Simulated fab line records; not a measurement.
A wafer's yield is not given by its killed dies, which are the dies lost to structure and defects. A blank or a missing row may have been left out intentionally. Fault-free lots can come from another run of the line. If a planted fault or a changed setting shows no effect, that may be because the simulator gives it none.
fab line records    flow sky130
[record] lots = 7  wafers = 18  lastDay = 50
route steps=708 shown VIA1@461 METAL2@483 PAD_OPEN@708
lots that met no fault: taken from a fault-free run of the same line
startH: the number of hours between the record's first day and the start of the first shown wafer of the lot    waitH: hours from the lot's prior step to this one    " as in the row above    L1.1+2: a row that stands for several wafers    - value missing, or start not given    * or withheld: withheld    < > ~ a bound
route shown NAME@n: names a module that has steps shown in the file, with the first one's number in the route    usual: mean/standard deviation taken from wafers without a fault    same: alike in all rows    chamber/n: place in a boat    sites: readings site by site    _std_site: the values' standard deviation    _edge_site: the outer-site mean with the inner-site mean subtracted    radiusMm: how far each site lies from the wafer's centre    mask NAME#n: copy n    behind: the last tool/chamber to shape the wafer    hold: why the lot was held/for how many hours/how that ended    device: whichever transistor did not switch (one of n, p or np)    end of line: the route-end tests of the same wafers    for a step that has no rows: nothing shown but its recipe    killed: dies lost to structure and defects at the first sort, not the wafer's yield    map: a wafer's dies, marking killed ones x, the rest . and places with no die _
set.NAME: setting as actually run; set.NAME@STEP: the setting as run at that earlier step    model.NAME: the simulator's own value behind a step, which no gauge read
a table for each step, a row for each wafer; lots at some steps of the route
services: from which hour (startH, from the record's first day; less than 0 if before it) a tool's chamber was out of use, for how many hours, and why
[[steps]]
[step SKY_VIA1_BOW_MEAS_03]
[recipe] mode = bow
[usual] VIA1_BOW = 80/7.1
lot.wafer  tool          chamber  startH  waitH  VIA1_BOW[um]
L376.4     filmMetro-04  -        805.08  0.3    79
L376.5     "             -        "       "      80
L376.6     "             -        "       "      86
L375.2     filmMetro-02  -        808.70  0.1    86
L375.3     "             -        "       "      75
L375.5     "             -        "       "      76
L379.1     filmMetro-04  -        855.90  0.2    86
L379.2     "             -        "       "      88
L381.2     filmMetro-02  -        863.64  0.2    90
L381.5     "             -        "       "      86
L383.2     filmMetro-04  -        864.55  0.3    82
L383.5     "             -        "       "      79
L392.1     filmMetro-04  -        927.40  0.2    87
L392.4     "             -        "       "      89
L392.5     "             -        "       "      83
L394.2     filmMetro-01  -        933.51  0.1    82
L394.3     "             -        "       "      83
L394.5     "             -        "       "      66
[step SKY_VIA1_DEHYDRATE_04]
[recipe] tempC = 200  timeS = 60
[step SKY_VIA1_HMDS_05]
[recipe] primeTimeS = 60  primeTempC = 120
[step SKY_VIA1_COAT_06]
[recipe] resist = BARC  tempC = withheld  timeS = withheld  spinRpm = 3000  resistThkNm = 60
[step SKY_VIA1_COAT_07]
[recipe] resist = KrF-thick  spinRpm = 3000  resistThkNm = 450
[step SKY_VIA1_SOFTBAKE_08]
[recipe] tempC = 100  timeS = 90  resist = KrF-thick
[step SKY_VIA1_EXPOSE_09]
[recipe] maskId = VIM  na = 0.8  sourceShape = annular  sigmaInner = 0.55  sigmaOuter = 0.85  targetCdNm = 150  doseMj = 38
[step SKY_VIA1_PEB_10]
[recipe] pebTempC = withheld  pebTimeS = withheld  resist = KrF-thick
[step SKY_VIA1_DEVELOP_11]
[recipe] developTimeS = 60  resist = KrF-thick  devTempC = 21
[step SKY_VIA1_CD_MEAS_12]
[recipe] targetCdNm = 150
[usual] cdNm = 150.3/1.7
lot.wafer  tool      chamber  startH  waitH  cdNm
L376.4     cdSem-02  -        832.19  -      149.0
L376.5     "         -        "       "      149.0
L376.6     "         -        "       "      150.7
L375.2     cdSem-01  -        834.70  -      151.7
L375.3     "         -        "       "      152.8
L375.5     "         -        "       "      150.6
L379.1     cdSem-01  -        882.02  -      148.6
L379.2     "         -        "       "      148.4
L381.2     cdSem-01  -        889.94  -      150.9
L381.5     "         -        "       "      151.4
L383.2     cdSem-01  -        890.99  -      152.4
L383.5     "         -        "       "      152.7
L392.1     cdSem-02  -        951.61  -      149.6
L392.4     "         -        "       "      150.3
L392.5     "         -        "       "      148.4
L394.2     cdSem-02  -        957.39  -      150.7
L394.3     "         -        "       "      151.3
L394.5     "         -        "       "      151.4
[step SKY_VIA1_OVL_MEAS_13]
[usual] VIA1_OVL = -1/6.6
lot.wafer  tool        chamber  startH  waitH  VIA1_OVL[nm]
L376.4     overlay-01  -        832.27  0.1    -1
L376.5     "           -        "       "      -2
L376.6     "           -        "       "      -5
L375.2     overlay-02  -        834.80  0.1    -2
L375.3     "           -        "       "      1
L375.5     "           -        "       "      3
L379.1     overlay-01  -        882.14  0.1    8
L379.2     "           -        "       "      6
L381.2     overlay-01  -        890.05  0.1    0
L381.5     "           -        "       "      -4
L383.2     overlay-01  -        891.10  0.1    11
L383.5     "           -        "       "      -3
L392.1     overlay-01  -        951.73  0.1    4
L392.4     "           -        "       "      10
L392.5     "           -        "       "      5
L394.2     overlay-01  -        957.50  0.1    5
L394.3     "           -        "       "      3
L394.5     "           -        "       "      0
[step SKY_VIA1_ETCH_14]
[recipe] chemistry = N2/H2  target = BARC  ionEnergyEv = 200  sourceW = 500  biasW = 100  pressureMtorr = 30  n2FlowSccm = 100  h2FlowSccm = 200  stopOn = SiO2  timeS = 45.9  targetDepthA = 600
[usual] drypumpMotorCurrentA = 5.7/0.46  h2FlowSccm = 200.0/0.66  oesProductAu = 0.853/0.0046  throttleValvePct = 13.225/0.0098
lot.wafer  tool        chamber  startH  waitH  drypumpMotorCurrentA  h2FlowSccm  oesProductAu  rfHoursCounterH  throttleValvePct
L376.4     rieDiel-04  3        832.28  0.0    5.9                   201.2       0.852         9                13.227
L376.5     "           3        "       "      5.9                   200.7       0.855         -                13.229
L376.6     "           2        "       "      5.6                   199.9       0.856         -                13.222
L375.2     rieDiel-01  0        834.83  0.0    6.5                   199.5       0.852         17               13.215
L375.3     "           3        "       "      4.8                   200.1       0.845         2                13.231
L375.5     "           3        "       "      4.8                   200.0       0.851         -                13.218
L379.1     rieDiel-04  0        882.18  0.0    5.7                   200.4       0.856         13               13.221
L379.2     "           2        "       "      5.5                   201.6       0.842         12               13.218
L381.2     rieDiel-04  3        890.08  0.0    5.9                   200.5       0.851         11               13.214
L381.5     "           0        "       "      5.7                   200.4       0.852         -                13.222
L383.2     rieDiel-04  2        891.13  0.0    5.6                   199.7       0.852         12               13.222
L383.5     "           0        "       "      5.7                   200.4       0.855         -                13.236
L392.1     rieDiel-02  0        951.77  0.0    5.6                   199.5       0.851         1                13.226
L392.4     "           1        "       "      5.7                   199.1       0.854         23               13.244
L392.5     "           2        "       "      5.2                   200.3       0.852         -                13.233
L394.2     rieDiel-04  2        957.53  0.0    5.5                   199.3       0.855         14               13.198
L394.3     "           3        "       "      5.8                   200.0       0.860         13               13.222
L394.5     "           1        "       "      5.6                   200.2       0.854         -                13.224
[step SKY_VIA1_ETCH_15]
[recipe] target = SiO2  chemistry = C4F8/O2/Ar  targetDepthNm = 351  stopOn = TiN  maskMaterial = KrF-thick  sourceW = 1500  biasW = 1200  pressureMtorr = 40  c4f8FlowSccm = withheld  O2_flow_sccm = 6  Ar_flow_sccm = 300  timeS = 54
[usual] oesProductAu = 0.981/0.0074
lot.wafer  tool        chamber  startH  waitH  oesProductAu  rfHoursCounterH  model.VIA1.featureDepthNm  model.etch.depthNm  model.KrF-thick_of_VIA1_COAT_07.thkNm
L376.4     rieDiel-04  3        832.33  0.0    0.977         9                345.8                      345.8               320.4
L376.5     "           3        "       "      0.993         -                346.7                      346.7               320.5
L376.6     "           2        "       "      0.981         -                343.7                      343.7               322
L375.2     rieDiel-01  0        834.88  0.0    0.983         18               342.6                      342.6               322.5
L375.3     "           3        "       "      0.972         2                340.2                      340.2               323.8
L375.5     "           3        "       "      0.963         -                338.3                      338.3               323.9
L379.1     rieDiel-04  0        882.22  0.0    0.915         13               305.5                      305.5               327.7
L379.2     "           2        "       "      0.887         12               288.4                      288.4               335.3
L381.2     rieDiel-04  3        890.12  0.0    0.901         11               291.1                      291.1               332.5
L381.5     "           0        "       "      0.989         -                347.1                      347.1               316.8
L383.2     rieDiel-04  2        891.17  0.0    0.891         12               286                        286                 334.2
L383.5     "           0        "       "      0.978         -                343.3                      343.3               318.4
L392.1     rieDiel-02  0        951.81  0.0    0.969         1                341.8                      341.8               325.2
L392.4     "           1        "       "      0.983         23               344.8                      344.8               323
L392.5     "           2        "       "      0.978         -                338.8                      338.8               327.4
L394.2     rieDiel-04  2        957.57  0.0    0.985         14               344.6                      344.6               321.6
L394.3     "           3        "       "      0.993         13               347.8                      347.8               318.6
L394.5     "           2        "       "      0.978         -                347.4                      347.4               319.7
[step SKY_VIA1_STRIP_16]
[recipe] chemistry = O2/N2  powerW = 1400  pressureMtorr = 1500  platenTempC = withheld  o2FlowSccm = 3000  n2FlowSccm = 300  overashFraction = 0.5
[usual] drypumpMotorCurrentA = 5.8/0.47  o2FlowSccm = 3003/8.9  oesProductAu = 0.416/0.0045  stripTimeToEndpointS = 4.45/0.031
lot.wafer  tool            chamber  startH  waitH  drypumpMotorCurrentA  o2FlowSccm  oesProductAu  rfHoursCounterH  stripTimeToEndpointS
L376.4     plasmaAsher-04  1        832.41  0.1    5.4                   3013        0.412         -                4.43
L376.5     "               1        "       "      5.4                   3001        0.421         -                4.44
L376.6     "               0        "       "      6.6                   2999        0.418         -                4.46
L375.2     plasmaAsher-02  1        834.92  0.0    5.5                   2987        0.408         10               4.46
L375.3     "               1        "       "      5.5                   2993        0.415         -                4.48
L375.5     "               1        "       "      5.5                   2994        0.415         -                4.47
L379.1     plasmaAsher-02  1        882.26  0.0    5.5                   3008        0.417         15               4.51
L379.2     "               0        "       "      5.4                   3007        0.421         15               4.57
L381.2     plasmaAsher-03  0        890.16  0.0    6.0                   2986        0.418         40               4.57
L381.5     "               0        "       "      6.0                   2989        0.414         -                4.42
L383.2     plasmaAsher-04  1        891.21  0.0    5.4                   2993        0.424         73               4.59
L383.5     "               1        "       "      5.4                   2994        0.416         -                4.41
L392.1     plasmaAsher-03  1        951.85  0.0    5.6                   3009        0.414         47               4.49
L392.4     "               0        "       "      6.0                   2999        0.415         -                4.46
L392.5     "               0        "       "      6.0                   2999        0.423         -                4.51
L394.2     plasmaAsher-03  0        957.62  0.0    6.0                   3002        0.411         47               4.44
L394.3     "               1        "       "      5.6                   3001        0.411         -                4.42
L394.5     "               1        "       "      5.6                   3003        0.410         -                4.42
[step SKY_VIA1_STRIP_17]
[recipe] chemistry = postEtchResidueRemover  timeS = 1200  tempC = 72.5
[step SKY_VIA1_CLEAN_18]
[recipe] chemistry = IPA  timeS = 180  tempC = 25
[step SKY_VIA1_CLEAN_19]
[recipe] chemistry = O3/DIW  dry = n2Spin
[step SKY_VIA1_SPUTTER_20]
[recipe] material = TiN  targetThkNm = 20  chamberPressurePa = 5  powerW = 4000  timeS = 80
[usual] throttleValvePct = 30.1/1.3
lot.wafer  tool           chamber  startH  waitH  throttleValvePct
L376.4     pvdSputter-02  -        832.97  0.0    32.1
L376.5     "              -        "       "      30.6
L376.6     "              -        "       "      28.4
L375.2     pvdSputter-02  -        835.52  0.0    32.2
L375.3     "              -        "       "      31.0
L375.5     "              -        "       "      28.8
L379.1     pvdSputter-02  -        882.90  0.0    28.7
L379.2     "              -        "       "      28.9
L381.2     pvdSputter-03  -        890.80  0.0    29.7
L381.5     "              -        "       "      30.3
L383.2     pvdSputter-02  -        891.81  0.0    29.0
L383.5     "              -        "       "      28.5
L392.1     pvdSputter-02  -        952.48  0.0    30.6
L392.4     "              -        "       "      32.0
L392.5     "              -        "       "      28.5
L394.2     pvdSputter-03  -        958.21  0.0    30.1
L394.3     "              -        "       "      29.7
L394.5     "              -        "       "      31.5
[step SKY_VIA1_CVD_21]
[recipe] material = W  targetThkNm = 270  timeS = 80.902  tempC = 400  pressureTorr = 40
[usual] heaterPowerOuterW = 584/35  heaterPowerW = 931/42
lot.wafer  tool     chamber  startH  waitH  heaterPowerOuterW  heaterPowerW  sinceWetCleanH
L376.4     cvdW-02  0        833.06  0.1    595                975           -
L376.5     "        1        "       "      550                950           -
L376.6     "        0        "       "      592                949           -
L375.2     cvdW-02  0        835.58  0.0    607                1003          432
L375.3     "        1        "       "      547                958           -
L375.5     "        0        "       "      609                974           -
L379.1     cvdW-02  0        882.96  0.0    583                977           479
L379.2     "        1        "       "      547                967           479
L381.2     cvdW-01  0        890.86  0.0    655                927           987
L381.5     "        0        "       "      631                939           -
L383.2     cvdW-01  1        891.88  0.0    554                902           988
L383.5     "        1        "       "      567                928           -
L392.1     cvdW-02  0        952.54  0.0    619                974           549
L392.4     "        0        "       "      610                965           -
L392.5     "        0        "       "      602                977           -
L394.2     cvdW-01  0        958.27  0.0    614                878           40
L394.3     "        1        "       "      548                864           -
L394.5     "        1        "       "      552                869           -
[step SKY_VIA1_CMP_24]
[recipe] stopOn = SiO2  tOverpolishS = 15  downForcePsi = 3.5  platenRpm = 60  targetThkNm = 0  padVelocityMS = 0.94248
[usual] motorCurrentA = 10.8/1.2  overpolishRunS = 15.000/0.0086  slurryFlowMlMin = 150.0/0.44  timeToEndpointS = 64/5.5
lot.wafer  tool    chamber  startH  waitH  motorCurrentA  overpolishRunS  slurryFlowMlMin  timeToEndpointS
L376.4     cmp-01  3        833.45  0.2    13.5           15.002          150.7            59
L376.5     "       0        "       "      9.9            14.993          149.3            57
L376.6     "       1        "       "      10.7           14.991          149.6            67
L375.3     cmp-01  3        835.85  0.0    12.6           14.989          149.2            60
L375.2     "       0        "       "      9.7            14.989          150.1            57
L375.5     "       0        "       "      9.4            15.005          149.5            60
L379.2     cmp-02  0        883.33  0.1    10.1           14.999          149.9            78
L379.1     "       1        "       "      9.3            14.981          149.5            65
L381.2     cmp-01  0        891.28  0.2    9.9            14.991          150.0            58
L381.5     "       2        "       "      12.1           14.994          149.9            62
L383.2     cmp-01  2        892.25  0.1    10.8           15.011          150.3            63
L383.5     "       0        "       "      9.6            15.002          149.8            54
L392.1     cmp-02  0        952.81  0.1    10.8           14.990          150.1            75
L392.4     "       2        "       "      11.8           15.009          150.0            64
L392.5     "       0        "       "      10.5           14.998          150.4            74
L394.3     cmp-02  3        958.54  0.0    10.7           15.011          150.3            67
L394.2     "       0        "       "      10.2           15.002          150.6            70
L394.5     "       0        "       "      10.4           14.983          150.2            73
[step SKY_METAL2_SPUTTER_00]
[recipe] material = Ti  targetThkNm = 15  powerW = 3000  timeS = 10  chamberPressurePa = 0.4
[usual] throttleValvePct = 29.9/1
lot.wafer  tool           chamber  startH  waitH  throttleValvePct
L376.4     pvdSputter-01  -        833.60  0.1    28.6
L376.5     "              -        "       "      28.9
L376.6     "              -        "       "      28.1
L375.2     pvdSputter-01  -        836.15  0.2    30.6
L375.3     "              -        "       "      28.2
L375.5     "              -        "       "      28.2
L381.5     pvdSputter-04  -        891.45  0.0    29.2
L383.5     pvdSputter-04  -        892.46  0.1    28.9
L392.1     pvdSputter-04  -        953.11  0.2    28.9
L392.4     "              -        "       "      30.7
L392.5     "              -        "       "      30.6
L394.2     pvdSputter-01  -        958.84  0.2    30.3
L394.3     "              -        "       "      28.8
L394.5     "              -        "       "      30.3
[step SKY_METAL2_SPUTTER_01]
[recipe] material = TiN  targetThkNm = 20  powerW = 6500  timeS = 16.7  chamberPressurePa = 0.4
[usual] throttleValvePct = 29.9/1
lot.wafer  tool           chamber  startH  waitH  throttleValvePct
L376.4     pvdSputter-01  -        833.63  0.0    28.8
L376.5     "              -        "       "      28.9
L376.6     "              -        "       "      28.0
L375.2     pvdSputter-01  -        836.17  0.0    30.2
L375.3     "              -        "       "      28.0
L375.5     "              -        "       "      28.1
L381.5     pvdSputter-04  -        891.47  0.0    29.1
L383.5     pvdSputter-04  -        892.48  0.0    29.0
L392.1     pvdSputter-04  -        953.13  0.0    29.2
L392.4     "              -        "       "      30.8
L392.5     "              -        "       "      30.6
L394.2     pvdSputter-01  -        958.86  0.0    30.6
L394.3     "              -        "       "      29.0
L394.5     "              -        "       "      30.5
[step SKY_METAL2_SPUTTER_02]
[recipe] material = AlCu  targetThkNm = 250  powerW = 10600  timeS = 13.3  chamberPressurePa = 0.4
[usual] throttleValvePct = 29.9/1.1
lot.wafer  tool           chamber  startH  waitH  throttleValvePct
L376.4     pvdSputter-01  -        833.65  0.0    28.8
L376.5     "              -        "       "      29.1
L376.6     "              -        "       "      27.9
L375.2     pvdSputter-01  -        836.20  0.0    30.4
L375.3     "              -        "       "      28.1
L375.5     "              -        "       "      28.2
L381.5     pvdSputter-04  -        891.49  0.0    29.0
L383.5     pvdSputter-04  -        892.51  0.0    28.9
L392.1     pvdSputter-04  -        953.16  0.0    29.1
L392.4     "              -        "       "      30.7
L392.5     "              -        "       "      30.5
L394.2     pvdSputter-01  -        958.89  0.0    30.6
L394.3     "              -        "       "      29.0
L394.5     "              -        "       "      30.6
[step SKY_PAD_OPEN_PROBE_99]
lot.wafer   tool       chamber  startH   waitH  hold                     model.etest.resHighPo.open  model.etest.nfet_05v0_nvt.underFloor  model.etest.resIsoPwell.open  model.etest.isoNwellNwell.underFloor  model.etest.pfet_01v8.open  model.etest.met1Comb.underFloor  model.etest.resXhighPo.open  model.etest.nfetG5v0d10v5.underFloor
L376.4+5+6  prober-01  -        1107.76  0.2    -                        0                           0                                     0                             0                                     0                           0                                0                            0
L375.2+3+5  prober-01  -        1110.29  0.1    -                        0                           0                                     0                             0                                     0                           0                                0                            0
L379.1+2    prober-01  -        1144.78  0.1    awaitDispo/1.5h/release  1                           1                                     1                             1                                     1                           1                                1                            1
L381.2      prober-01  -        1151.91  0.1    awaitDispo/1.2h/release  1                           1                                     1                             1                                     1                           1                                1                            1
L381.5      prober-01  -        1152.06  0.2    awaitDispo/1.2h/release  0                           0                                     0                             0                                     0                           0                                0                            0
L383.2      prober-01  -        1153.61  0.1    awaitDispo/2.8h/release  1                           1                                     1                             1                                     1                           1                                1                            1
L383.5      prober-01  -        1153.76  0.2    awaitDispo/2.8h/release  0                           0                                     0                             0                                     0                           0                                0                            0
L392.1+4+5  prober-01  -        1195.12  0.1    -                        0                           0                                     0                             0                                     0                           0                                0                            0
L394.2+3+5  prober-01  -        1197.62  0.1    -                        0                           0                                     0                             0                                     0                           0                                0                            0
// killed by level:class
L376.4 LI_CONTACT:geometricParticle:open=10 CONTACT:geometricParticle:open=8 VIA1:geometricParticle:open=6 VIA3:geometricParticle:open=6 LOCAL_INTERCONNECT:geometricParticle:short=5 CONTACT:geometricParticle:short=5 METAL2:geometricParticle:short=5 METAL4:geometricParticle:short=4
L376.5 LI_CONTACT:geometricParticle:open=15 VIA1:geometricParticle:open=13 VIA3:geometricParticle:open=9 CONTACT:geometricParticle:open=7 LI_CONTACT:geometricParticle:short=6 CONTACT:geometricParticle:short=6 METAL2:geometricParticle:short=6 VIA2:geometricParticle:open=6
L376.6 VIA1:geometricParticle:open=10 CONTACT:geometricParticle:open=9 POLY_GATE:geometricParticle:open=8 VIA3:geometricParticle:open=8 LOCAL_INTERCONNECT:geometricParticle:short=7 METAL1:geometricParticle:short=6 VIA1:geometricParticle:short=6 VIA2:geometricParticle:open=6
L375.2 VIA1:geometricParticle:open=10 VIA3:geometricParticle:open=8 VIA3:geometricParticle:short=7 VIA2:geometricParticle:open=7 CONTACT:geometricParticle:open=6 VIA1:geometricParticle:short=5 SONOS_ONO:geometricParticle:short=5 FIELD_ISO:geometricParticle:short=4
L375.3 CONTACT:geometricParticle:open=9 VIA1:geometricParticle:open=9 CONTACT:geometricParticle:short=7 FIELD_ISO:geometricParticle:short=5 LI_CONTACT:geometricParticle:open=5 METAL1:geometricParticle:short=5 VIA1:geometricParticle:short=4 VIA3:geometricParticle:open=4
L375.5 LI_CONTACT:geometricParticle:open=13 CONTACT:geometricParticle:open=8 VIA1:geometricParticle:open=8 VIA3:geometricParticle:open=8 POLY_GATE:geometricParticle:open=5 METAL1:geometricParticle:short=5 VIA2:geometricParticle:open=5 LI_CONTACT:geometricParticle:short=4
L392.1 VIA1:geometricParticle:open=14 VIA3:geometricParticle:open=9 LI_CONTACT:geometricParticle:open=7 CONTACT:geometricParticle:open=7 CONTACT:geometricParticle:short=6 VIA1:geometricParticle:short=5 LOCAL_INTERCONNECT:geometricParticle:short=4 METAL1:geometricParticle:short=4
L392.4 VIA3:geometricParticle:open=9 FIELD_ISO:geometricParticle:open=8 CONTACT:geometricParticle:open=8 VIA1:geometricParticle:open=8 POLY_GATE:geometricParticle:short=6 METAL1:geometricParticle:short=6 FIELD_ISO:geometricParticle:short=5 LOCAL_INTERCONNECT:geometricParticle:short=5
L392.5 CONTACT:geometricParticle:open=8 METAL1:geometricParticle:short=7 VIA1:geometricParticle:open=6 VIA2:geometricParticle:open=6 LI_CONTACT:geometricParticle:open=5 METAL3:geometricParticle:short=5 FIELD_ISO:geometricParticle:open=4 POLY_GATE:geometricParticle:open=4
L394.2 VIA1:geometricParticle:open=11 LI_CONTACT:geometricParticle:open=9 FIELD_ISO:geometricParticle:short=8 CONTACT:geometricParticle:open=6 VIA1:geometricParticle:short=6 POLY_GATE:geometricParticle:open=5 VIA3:geometricParticle:open=5 LI_CONTACT:geometricParticle:short=5
L394.3 VIA1:geometricParticle:open=12 POLY_GATE:geometricParticle:short=7 VIA3:geometricParticle:open=7 FIELD_ISO:geometricParticle:short=5 CONTACT:geometricParticle:open=5 VIA2:geometricParticle:open=5 LI_CONTACT:geometricParticle:short=4 VIA1:geometricParticle:short=4
L394.5 METAL2:geometricParticle:short=7 VIA2:geometricParticle:open=7 LI_CONTACT:geometricParticle:open=6 POLY_GATE:geometricParticle:open=5 POLY_GATE:geometricParticle:short=5 VIA1:geometricParticle:open=5 VIA3:geometricParticle:open=5 CONTACT:geometricParticle:open=4
// map L376.5 (x killed, . not)
__________.........._________
________...xx........._______
______x..x.x...x..x...x._____
_____.x..x.......x.....xx____
____x....xx.x...x.x.......___
___xxx..x.....xx.....xx....__
__...........xx.x....x.x...._
_......x....x.x.x.....x.....x
_.....x...............x...xx.
_.x.x................x...x...
_.......x.....x..x...xxx.x...
_...x...x.x.........x......xx
_............x.x.xxx....x....
_......x...x..xx......x......
_....x......x.....x.x.xx.....
__.......x...xx.xxxx..x....._
___....x.....xx.......x....__
____x..x...xx.x...x.......___
_____....x.x.x...x.xx..xx____
______....x.x......x...x_____
________.............._______
__________..xx..x..._________
// map L394.2 (x killed, . not)
__________......x..x_________
________.............._______
______......x.....xxx..._____
_____...................x____
____....xx..x......x..x...___
___.x...x..........x......x__
__.x.........x.....xx......._
_...x...x...x.x....x......x..
_..........x...........x.x.x.
_.x.x.x.x.......x.....x...x..
_.xx......x.....x......x.....
_........xx..x..x....xx....x.
_...x..............x.....x...
_..xx.....x..x....x...x......
_....xx.x..xx................
__....x..........xx........._
___x..x..x....x..x.x.......__
____..x..........x.......x___
_____.x.......x.x.x....x.____
______....x.......xx...._____
________x...x........._______
__________...xx....._________
[[services]]
tool            chamber  startH  hours  kind
rieDiel-01      0        811.03  12.7   repair
cmp-02          -        819.59  3.8    repair
cmp-01          -        830.49  1.9    repair
plasmaAsher-03  -        857.92  4.0    repair
pvdSputter-01   -        868.54  2.8    repair
rieDiel-04      2        874.25  1.2    repair
plasmaAsher-03  -        874.41  15.6   pm
cmp-01          -        878.28  0.7    repair
rieDiel-02      -        881.93  0.7    repair
cmp-01          -        884.45  0.6    repair
cvdW-02         -        902.68  2.8    pm
rieDiel-04      1        902.94  -      clean
rieDiel-04      1        902.94  15.4   scheduledDown
cvdW-01         -        904.00  14.0   pm
plasmaAsher-02  -        907.00  2.8    pm
cmp-01          -        912.10  4.0    pm
cvdW-01         -        918.00  6.9    pm
rieDiel-02      -        922.35  15.6   pm
pvdSputter-04   -        925.24  1.1    repair
plasmaAsher-02  -        932.49  1.5    repair
plasmaAsher-02  -        937.08  7.5    repair
plasmaAsher-04  -        937.61  0.4    repair
plasmaAsher-04  -        948.53  1.4    repair
cmp-02          -        956.98  1.0    repair
[[key]]
[firstSign] step = SKY_VIA1_ETCH_15  reading = oesProductAu  direction = down  sigmas = 11  usual = 0.981  struck = 0.898
[effect] step = SKY_VIA1_STRIP_16  reading = stripTimeToEndpointS  direction = up  sigmas = 3.6  usual = *  struck = *
[effect] step = SKY_METAL2_SPUTTER_00  reading = visit  direction = missing
[effect] step = SKY_METAL2_SPUTTER_01  reading = visit  direction = missing
[effect] step = SKY_METAL2_SPUTTER_02  reading = visit  direction = missing
[effect] step = SKY_PAD_OPEN_PROBE_99  reading = hold  direction = added
[modelEffect] step = SKY_VIA1_ETCH_15  value = VIA1.featureDepthNm  without = 347.2  struck = 292.7
[modelEffect] step = SKY_PAD_OPEN_PROBE_99  value = etest.resHighPo.open  without = 0  struck = 1
metAt SKY_VIA1_ETCH_15
struckWafers L379.1,L379.2,L381.2,L383.2
laterRowsLeftOut L379.1,L379.2,L381.2,L383.2
sortLeftOut L379.1,L379.2,L381.2,L383.2
onsetBetween 832.33 882.22
[fault] kind = processParameterDrift  tool = rieDiel-04  chamber = -  onsetH = 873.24  steps = SKY_VIA1_ETCH_15  channel = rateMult  offset = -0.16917  shape = step  endH = 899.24  scope = struckWafersOnly
// sortLeftOut: the simulated sort isn't trusted on such a fault, so these wafers' sort isn't shown, and their yield isn't known
// laterRowsLeftOut: the simulator's readings of these wafers behind a module that went badly wrong aren't trusted and aren't shown, but for the sort
